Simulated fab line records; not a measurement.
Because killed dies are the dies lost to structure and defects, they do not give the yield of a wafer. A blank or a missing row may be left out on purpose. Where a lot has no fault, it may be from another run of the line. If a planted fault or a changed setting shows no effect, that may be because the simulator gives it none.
Which tool is to blame? -- flow sky130 -- 35 wafers from 13 lots sampled at 5 of the route's 708 steps

## WHAT THE GAUGES SHOWED, per wafer
SKY_FIELD_ISO_CD_MEAS_13: the cd target is 150 nm. Usual: cd nm reads 150.1 nm (standard deviation 1.5).
lot,measured,on,cd nm (nm),flag
L106,day 2 05:47,cd sem-01,151.0 152.0 151.2,
L107,day 2 10:54,cd sem-01,151.4 150.4 149.7,
L112,day 3 12:22,cd sem-02,150.4 149.2 149.7,
L113,day 3 15:20,cd sem-01,150.5 150.1 148.9,
L117,day 4 19:47,cd sem-02,148.9 148.6 149.1,
L118,day 5 00:52,cd sem-01,57.6 57.0,OFF
L119,day 5 05:40,cd sem-01,152.0 148.8 151.0,
L120,day 5 07:35,cd sem-01,58.8 58.4,OFF
L122,day 5 15:57,cd sem-02,153.8 152.2 153.2,
L124,day 6 01:46,cd sem-01,148.5 55.1 149.6 148.6 55.3 149.9,OFF
L127,day 6 18:20,cd sem-01,149.0 151.5 149.7,
L128,day 6 23:25,cd sem-01,151.3 152.8 152.7,
L129,day 7 06:13,cd sem-02,150.1 148.4 148.0,

SKY_NWELL_OVL_MEAS_23. Usual: NWELL_01_OVL 0.3 nm, standard deviation 1.5.
lot,measured,on,NWELL_01_OVL (nm),flag
L106,day 5 07:38,overlay-02,-1.4 -0.1 0.2,
L107,day 5 13:49,overlay-01,-0.3 -1.3 0.8,
L112,day 7 08:29,overlay-01,2.6 0.7 0.3,
L113,day 7 07:55,overlay-01,2.0 1.5 1.3,
L117,day 8 06:52,overlay-02,0.3 0.2 -1.5,
L119,day 8 21:58,overlay-01,-0.4 1.5 1.0,
L122,day 9 10:53,overlay-01,2.3 3.1 2.0,
L124,day 9 20:58,overlay-02,0.9 0.4,
L127,day 10 11:25,overlay-01,2.3 1.1 1.1,
L128,day 10 19:04,overlay-02,1.6 -0.3 0.9,
L129,day 11 02:13,overlay-01,3.7 2.0 3.0,

SKY_VT_ADJUST_HVTR_CD_MEAS_07: the cd target is 380 nm. Usual: cd nm reads 379.2 nm (standard deviation 2.2).
lot,measured,on,cd nm (nm),flag
L106,day 9 11:32,cd sem-01,381.2 381.5 381.3,
L107,day 9 18:37,cd sem-02,379.7 378.9 378.9,
L112,day 11 23:05,cd sem-02,376.3 377.6 377.4,
L113,day 11 22:47,cd sem-02,379.2 380.1 376.8,
L117,day 13 04:32,cd sem-02,377.5 375.2 377.7,
L119,day 13 19:37,cd sem-01,377.7 379.6 377.8,
L122,day 14 14:39,cd sem-02,383.7 382.0 381.6,
L124,day 14 22:55,cd sem-02,380.1 379.1,
L127,day 15 19:38,cd sem-02,382.1 379.3 379.3,
L128,day 16 03:37,cd sem-02,377.9 379.5 380.8,
L129,day 16 14:04,cd sem-01,381.1 380.9 383.4,

## WHICH TOOL RAN EACH LOT (tool, then ch and the chambers of the sampled wafers, then the start)
lot,SKY_FIELD_ISO_EXPOSE_10,SKY_FIELD_ISO_CMP_27
L106,"krf scanner-02 ch 0, day 1 22:22","cmp-02 ch 2,3, day 2 11:22"
L107,"krf scanner-01 ch 0, day 2 03:17","cmp-02 ch 1,2,3, day 2 15:40"
L112,"krf scanner-02 ch 0, day 3 05:00","cmp-02 ch 1,2, day 4 00:05"
L113,"krf scanner-02 ch 0, day 3 08:13","cmp-01 ch 1,2,3, day 4 00:03"
L117,"krf scanner-02 ch 0, day 4 11:41","cmp-02 ch 0,2, day 4 23:20"
L118,"krf scanner-02 ch 0, day 4 16:15","cmp-02 ch 0, day 5 07:58"
L119,"krf scanner-01 ch 0, day 4 20:41","cmp-01 ch 1,2,3, day 5 12:32"
L120,"krf scanner-02 ch 0, day 4 22:55","cmp-02 ch 2, day 5 14:02"
L122,"krf scanner-01 ch 0, day 5 07:14","cmp-01 ch 0,2,3, day 5 20:38"
L124,"krf scanner-02 ch 0, day 5 16:54","cmp-01 ch 0,3, day 6 11:52"
L127,"krf scanner-01 ch 0, day 6 09:10","cmp-01 ch 0,1, day 6 22:17"
L128,"krf scanner-01 ch 0, day 6 13:22","cmp-02 ch 0,1,2, day 7 02:59"
L129,"krf scanner-01 ch 0, day 6 20:19","cmp-01 ch 1,2, day 7 09:47"
- SKY_FIELD_ISO_EXPOSE_10: exposes mask FOM, target cd 150 nm.
- SKY_FIELD_ISO_CMP_27: polishes, stops on Si3N4, t overpolish 16 s, target thk 457.8 nm.

## WHAT THE TOOLS THEMSELVES READ (means of the sampled wafers that have a number; where no wafer has one, the mark that the record gives instead)
SKY_FIELD_ISO_EXPOSE_10. Usual: stage vel mm s 500.06 mm/s, standard deviation 0.25.
lot,tool,stage vel mm s (mm/s),flag
L106,krf scanner-02,499.96,
L107,krf scanner-01,500.10,
L112,krf scanner-02,499.88,
L113,krf scanner-02,499.92,
L117,krf scanner-02,499.86,
L118,krf scanner-02,500.17,
L119,krf scanner-01,500.10,
L120,krf scanner-02,500.36,
L122,krf scanner-01,500.29,
L124,krf scanner-02,500.16,
L127,krf scanner-01,499.86,
L128,krf scanner-01,499.72,
L129,krf scanner-01,499.82,

SKY_FIELD_ISO_CMP_27. Usual: edge zone pressure frac 1.000, standard deviation 0.0048; motor current A 12.1 A, standard deviation 1.4; overpolish run s 15.999 s, standard deviation 0.0096; time to endpoint s 110 s, standard deviation 3.9.
lot,tool,edge zone pressure frac,motor current A (A),overpolish run s (s),time to endpoint s (s),flag
L106,cmp-02,1.004,13.6,15.995,111,
L107,cmp-02,0.997,12.5,16.000,106,
L112,cmp-02,1.005,12.9,16.002,108,
L113,cmp-01,1.006,12.2,15.996,114,
L117,cmp-02,1.002,11.7,16.006,114,
L118,cmp-02,0.998,10.5,16.008,112,
L119,cmp-01,1.000,12.4,16.000,115,
L120,cmp-02,0.995,14.5,16.003,115,
L122,cmp-01,1.002,11.0,15.990,108,
L124,cmp-01,0.996,11.2,15.986,114,
L127,cmp-01,0.996,13.0,16.001,108,
L128,cmp-02,1.000,11.8,15.993,110,
L129,cmp-01,1.002,13.6,16.005,108,

## THE ANSWER, worked out from the rows above alone
Rule: lot off if the mean of its wafers having a number is beyond 3 standard deviations from the usual mean. A lot without any number at a reading at which 4 lots or more have one is off too. All remaining lots with rows at the step are treated as sound. First the gauges in route order, then the tools' own readings, where a lot's mean is used as printed above. The first step at which some lot is off is used, and at that step the reading that is off furthest; a lot without a number counts as furthest.
Off at SKY_FIELD_ISO_CD_MEAS_13 (cd nm): L118, L120, L124.
If a tool, at a process step before that reading, ran all the lots that are off and no sound lot after the first of them, it fits. Those tools and the gauges at SKY_FIELD_ISO_CD_MEAS_13 are tried in the same way. One fits: SKY_FIELD_ISO_EXPOSE_10 on krf scanner-02. Its last sound lot is L117 (day 4 11:41), its first lot that is off L118 (day 4 16:15): a fault that began between those two fits.

## WHAT THE SIMULATOR HAD PUT IN
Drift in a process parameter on krf scanner-02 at SKY_FIELD_ISO_EXPOSE_10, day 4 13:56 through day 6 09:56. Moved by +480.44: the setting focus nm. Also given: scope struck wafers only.
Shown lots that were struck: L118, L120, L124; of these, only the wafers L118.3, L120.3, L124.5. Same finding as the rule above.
